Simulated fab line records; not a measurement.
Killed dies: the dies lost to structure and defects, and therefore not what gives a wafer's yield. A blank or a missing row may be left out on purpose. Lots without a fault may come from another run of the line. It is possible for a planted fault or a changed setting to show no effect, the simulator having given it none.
Which tool was responsible? :: flow sky130 :: 36 wafers sampled from 12 lots at 1 step of a route of 708

WHAT THE GAUGES READ, wafer by wafer
SKY_VIA1_CD_MEAS_12 targets a cd of 150 nm.
lot: L613
measured: day 34 01:06
on: cd-sem-01
cd-nm (nm): 150.6 150.9 150.5

lot: L615
measured: day 34 10:59
on: cd-sem-01
cd-nm (nm): 148.1 148.4 147.7

lot: L616
measured: day 34 20:02
on: cd-sem-01
cd-nm (nm): 151.3 151.7 152.6

lot: L618
measured: day 35 10:30
on: cd-sem-02
cd-nm (nm): 150.9 148.8 149.7

lot: L619
measured: day 35 20:50
on: cd-sem-02
cd-nm (nm): 150.0 148.8 148.7

lot: L628
measured: day 38 19:14
on: cd-sem-02
cd-nm (nm): 150.0 151.3 151.3

lot: L629
measured: day 39 05:36
on: cd-sem-02
cd-nm (nm): 149.6 148.5 148.8

lot: L631
measured: day 39 15:05
on: cd-sem-02
cd-nm (nm): 150.3 149.7 149.5

lot: L633
measured: day 40 05:30
on: cd-sem-01
cd-nm (nm): 150.4 150.8 150.5

lot: L634
measured: day 40 18:31
on: cd-sem-02
cd-nm (nm): 150.9 149.3 148.9

lot: L635
measured: day 40 22:29
on: cd-sem-02
cd-nm (nm): 152.4 152.0 150.1

lot: L636
measured: day 41 03:48
on: cd-sem-02
cd-nm (nm): 148.3 147.5 148.1

EACH LOT AND THE TOOL THAT RAN IT (in order: tool; ch and the chambers of the sampled wafers; start)
There is no process step in the record ahead of these readings.

AS READ BY THE TOOLS THEMSELVES (means over the sampled wafers that have a number; for cases with no such wafer, the mark the record gives instead)
The record holds no such reading with a usual standard deviation.

THE ANSWER, worked out from the rows above alone
Rule: the usual values come from the lots themselves. The widest of any qualifying gaps counts: lots, ordered by their means at a reading, are off when they make up no more than a third of the lots, leave a main group of 4 or more, and stand apart from it by 3 or more times the standard deviation of that group's means. The tables above print the reading to a certain number of digits; a main group whose means all agree to those digits is not used. Also off: a lot with no number at a reading for which 4 or more lots have one. All remaining lots with rows at the step are treated as sound. Order of review: gauges by route order, followed by the tools' own readings, for which a lot's mean as printed above is used. At the first step where some lot is off, the reading lying furthest off is the one used; lots without a number count as furthest.
Across all readings shown, no lot is off: no conclusion can be drawn from this.

WHAT THE SIMULATOR PUT IN
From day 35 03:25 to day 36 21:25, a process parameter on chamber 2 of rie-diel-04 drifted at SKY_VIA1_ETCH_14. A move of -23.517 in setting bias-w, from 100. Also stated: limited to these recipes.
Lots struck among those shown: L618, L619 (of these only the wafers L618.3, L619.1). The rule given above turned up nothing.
